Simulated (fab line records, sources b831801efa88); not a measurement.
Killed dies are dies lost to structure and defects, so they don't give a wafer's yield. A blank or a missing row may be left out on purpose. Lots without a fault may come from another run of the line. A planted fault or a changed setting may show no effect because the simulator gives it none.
One fault seen from 2 desks | flow sky130 | each desk has only its own numbers; what lay behind them comes last

THE TOOL OWNER'S DESK: rie_diel-01
The tool's own readings at SKY_FIELD_ISO_ETCH_14 (etches BARC in N2/H2, stops on SiO2, time 45.9 s, target depth 60 nm): means of the sampled wafers that have a number, for each lot that ran on this tool. A lot is out of limits, marked OUT, if its mean lies more than 4 standard deviations from the usual mean; the brackets give that distance.
Columns: A = drypump_motor_current_A at SKY_FIELD_ISO_ETCH_14, usual 6.0 A; B = oes_product_au at SKY_FIELD_ISO_ETCH_14, usual 0.854 a.u.; C = rf_fwd_power_W at SKY_FIELD_ISO_ETCH_14, usual 494.2 W; D = throttle_valve_pct at SKY_FIELD_ISO_ETCH_14, usual 13.225 %
lot  | first seen here | A   | B     | C               | D
L433 | day 3 11:28     | 5.9 | 0.851 | 495.9           | 13.219
L442 | day 5 11:07     | 6.3 | 0.857 | 414.2 (-30) OUT | 13.224
L443 | day 5 15:58     | 5.7 | 0.858 | 416.0 (-29) OUT | 13.226
This desk's finding: out of limits on L442, L443; first on L442, day 5 11:07 (rf_fwd_power_W at SKY_FIELD_ISO_ETCH_14). In limits: L433.

THE METROLOGY DESK
What the gauges read, lot by lot, whatever tool the lot ran on: means of the sampled wafers that have a number. A lot is out of limits, marked OUT, if its mean lies more than 4 standard deviations from the usual mean; the brackets give that distance.
Columns: A = FIELD_ISO_OXIDATION_00_THK at SKY_FIELD_ISO_THK_MEAS_02, usual 12.00 nm; B = FIELD_ISO_CVD_03_THK at SKY_FIELD_ISO_THK_MEAS_04, usual 164.8 nm; C = cd_nm at SKY_FIELD_ISO_CD_MEAS_13, usual 149.8 nm
lot  | first seen here | A     | B     | C
L432 | day 2 12:38     | 12.08 | 163.3 | 149.6
L433 | day 2 17:39     | 12.07 | 163.5 | 147.9
L435 | day 3 03:38     | 11.68 | 163.5 | 151.1
L442 | day 4 14:38     | 11.67 | 166.8 | 149.1
L443 | day 4 20:14     | 12.06 | 164.8 | 148.7
L450 | day 6 08:08     | 12.15 | 164.6 | 151.7
This desk's finding: nothing out of limits on any of the 6 lots.

PUT TOGETHER
The tool owner's desk could have raised an alarm at day 5 11:07, on L442, L443.
The metrology desk saw nothing out of limits.
The metrology desk has L442, L443 on record, within its limits.
Of the lots named, all ran SKY_FIELD_ISO_ETCH_14 on rie_diel-01.

WHAT THE SIMULATOR HAD PUT IN
Process parameter drift: rie_diel-01, from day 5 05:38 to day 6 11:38, at SKY_FIELD_ISO_ETCH_14. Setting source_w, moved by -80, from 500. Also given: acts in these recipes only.
Lots struck among those shown: L442, L443.
Hours from the fault's start to each desk's first reading out of limits: the tool owner's desk, 5.
